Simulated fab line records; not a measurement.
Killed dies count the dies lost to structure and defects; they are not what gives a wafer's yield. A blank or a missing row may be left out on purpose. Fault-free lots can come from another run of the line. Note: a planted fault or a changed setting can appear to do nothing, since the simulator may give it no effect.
Tool commonality check :: flow gf180mcu :: 10 lots, 30 wafers sampled

THE REASON FOR OPENING IT
Of 10 lots, 2 have the reading MIM_ALCU_THK flagged at GF_MIM_THK_MEAS_11. Fault-free wafers read 197.0 nm, with a standard deviation of 1.9.
Rule: a lot is flagged when every wafer of it that has a number lies more than 4 standard deviations from that mean, or none has a number. All remaining lots are regarded as sound.

lot: L756
measured: day 24 10:05
on: film-metro-02
MIM_ALCU_THK (nm), wafer by wafer: 196.6 198.6 193.9
flag: 

lot: L757
measured: day 24 20:37
on: film-metro-01
MIM_ALCU_THK (nm), wafer by wafer: 199.9 196.9 198.2
flag: 

lot: L759
measured: day 25 13:40
on: film-metro-03
MIM_ALCU_THK (nm), wafer by wafer: 196.8 198.6 197.8
flag: 

lot: L762
measured: day 26 20:30
on: film-metro-03
MIM_ALCU_THK (nm), wafer by wafer: 208.9 211.4 210.0
flag: FLAGGED

lot: L763
measured: day 27 00:28
on: film-metro-02
MIM_ALCU_THK (nm), wafer by wafer: 210.7 211.9 207.4
flag: FLAGGED

lot: L764
measured: day 27 15:55
on: film-metro-02
MIM_ALCU_THK (nm), wafer by wafer: 196.3 197.2 198.0
flag: 

lot: L774
measured: day 30 03:56
on: film-metro-03
MIM_ALCU_THK (nm), wafer by wafer: 196.2 196.8 196.9
flag: 

lot: L776
measured: day 30 17:40
on: film-metro-03
MIM_ALCU_THK (nm), wafer by wafer: 198.2 197.5 198.3
flag: 

lot: L777
measured: day 30 22:56
on: film-metro-01
MIM_ALCU_THK (nm), wafer by wafer: 198.1 198.7 197.4
flag: 

lot: L778
measured: day 31 05:10
on: film-metro-01
MIM_ALCU_THK (nm), wafer by wafer: 196.4 195.2 195.7
flag: 
On average the flagged lots' numbers are 210.1 nm, which is +13.1 nm against the usual, or +7 standard deviations.

WHICH TOOL EACH LOT WENT THROUGH
The record holds 3 process steps before the reading, out of a route of 602 steps. Every cell lists first the tool, next ch and the chambers used by the sampled wafers, and last the start.
lot: L756
flag: 
GF_V4_CMP_26: cmp-02 ch 0,2,3, day 24 09:20
GF_MIM_SPUTTER_00: pvd-sputter-03, day 24 09:32
GF_MIM_SPUTTER_09: pvd-sputter-02, day 24 09:55

lot: L757
flag: 
GF_V4_CMP_26: cmp-01 ch 0,1,2, day 24 19:46
GF_MIM_SPUTTER_00: pvd-sputter-02, day 24 20:04
GF_MIM_SPUTTER_09: pvd-sputter-04, day 24 20:26

lot: L759
flag: 
GF_V4_CMP_26: cmp-02 ch 1,3, day 25 12:50
GF_MIM_SPUTTER_00: pvd-sputter-03, day 25 13:08
GF_MIM_SPUTTER_09: pvd-sputter-04, day 25 13:31

lot: L762
flag: FLAGGED
GF_V4_CMP_26: cmp-01 ch 0,2, day 26 19:43
GF_MIM_SPUTTER_00: pvd-sputter-03, day 26 19:58
GF_MIM_SPUTTER_09: pvd-sputter-04, day 26 20:20

lot: L763
flag: FLAGGED
GF_V4_CMP_26: cmp-01 ch 1,3, day 26 23:41
GF_MIM_SPUTTER_00: pvd-sputter-04, day 26 23:56
GF_MIM_SPUTTER_09: pvd-sputter-02, day 27 00:19

lot: L764
flag: 
GF_V4_CMP_26: cmp-02 ch 0,2,3, day 27 15:07
GF_MIM_SPUTTER_00: pvd-sputter-03, day 27 15:22
GF_MIM_SPUTTER_09: pvd-sputter-02, day 27 15:45

lot: L774
flag: 
GF_V4_CMP_26: cmp-02 ch 0,3, day 30 03:05
GF_MIM_SPUTTER_00: pvd-sputter-02, day 30 03:23
GF_MIM_SPUTTER_09: pvd-sputter-03, day 30 03:46

lot: L776
flag: 
GF_V4_CMP_26: cmp-02 ch 0,2,3, day 30 16:50
GF_MIM_SPUTTER_00: pvd-sputter-02, day 30 17:08
GF_MIM_SPUTTER_09: pvd-sputter-04, day 30 17:31

lot: L777
flag: 
GF_V4_CMP_26: cmp-02 ch 0,2, day 30 22:10
GF_MIM_SPUTTER_00: pvd-sputter-04, day 30 22:25
GF_MIM_SPUTTER_09: pvd-sputter-02, day 30 22:47

lot: L778
flag: 
GF_V4_CMP_26: cmp-01 ch 0,3, day 31 04:22
GF_MIM_SPUTTER_00: pvd-sputter-02, day 31 04:37
GF_MIM_SPUTTER_09: pvd-sputter-04, day 31 05:00
These steps, and what they do:
- GF_V4_CMP_26: polishes, stops on SiO2, t overpolish 15 s, target thk 0 nm.
- GF_MIM_SPUTTER_00: material Ti, target thk 37.5 nm, time 150 s.
- GF_MIM_SPUTTER_09: material TiN, target thk 35 nm, time 29.2 s.
- GF_MIM_THK_MEAS_11: measures by xrf.

FLAGGED AGAINST TOTAL, ONE TOOL AT A TIME (gauges that did the reading follow at the end)
step: GF_V4_CMP_26
tool: cmp-01
lots run: 4
flagged: 2
share of the flagged lots: all
sound lots run after its first flagged lot: 1 (L778)

step: GF_V4_CMP_26
tool: cmp-02
lots run: 6
flagged: 0
share of the flagged lots: none
sound lots run after its first flagged lot: -

step: GF_MIM_SPUTTER_00
tool: pvd-sputter-02
lots run: 4
flagged: 0
share of the flagged lots: none
sound lots run after its first flagged lot: -

step: GF_MIM_SPUTTER_00
tool: pvd-sputter-03
lots run: 4
flagged: 1
share of the flagged lots: some
sound lots run after its first flagged lot: 1 (L764)

step: GF_MIM_SPUTTER_00
tool: pvd-sputter-04
lots run: 2
flagged: 1
share of the flagged lots: some
sound lots run after its first flagged lot: 1 (L777)

step: GF_MIM_SPUTTER_09
tool: pvd-sputter-02
lots run: 4
flagged: 1
share of the flagged lots: some
sound lots run after its first flagged lot: 2 (L764,L777)

step: GF_MIM_SPUTTER_09
tool: pvd-sputter-03
lots run: 1
flagged: 0
share of the flagged lots: none
sound lots run after its first flagged lot: -

step: GF_MIM_SPUTTER_09
tool: pvd-sputter-04
lots run: 5
flagged: 1
share of the flagged lots: some
sound lots run after its first flagged lot: 2 (L776,L778)

step: GF_MIM_THK_MEAS_11
tool: film-metro-01
lots run: 3
flagged: 0
share of the flagged lots: none
sound lots run after its first flagged lot: -

step: GF_MIM_THK_MEAS_11
tool: film-metro-02
lots run: 3
flagged: 1
share of the flagged lots: some
sound lots run after its first flagged lot: 1 (L764)

step: GF_MIM_THK_MEAS_11
tool: film-metro-03
lots run: 4
flagged: 1
share of the flagged lots: some
sound lots run after its first flagged lot: 2 (L774,L776)

WHAT IS ALLOWED BY THE TABLE
Rows of the table that ran each flagged lot: 1, that is cmp-01 at GF_V4_CMP_26.
- cmp-01 at GF_V4_CMP_26: 2 of its 4 lots flagged. Sound lots ran on it after the first flagged one (L778), which a lasting fault on the whole tool wouldn't allow.
No row of the table ran every flagged lot and no sound lot after the first.

WHAT WAS PUT IN BY THE SIMULATOR
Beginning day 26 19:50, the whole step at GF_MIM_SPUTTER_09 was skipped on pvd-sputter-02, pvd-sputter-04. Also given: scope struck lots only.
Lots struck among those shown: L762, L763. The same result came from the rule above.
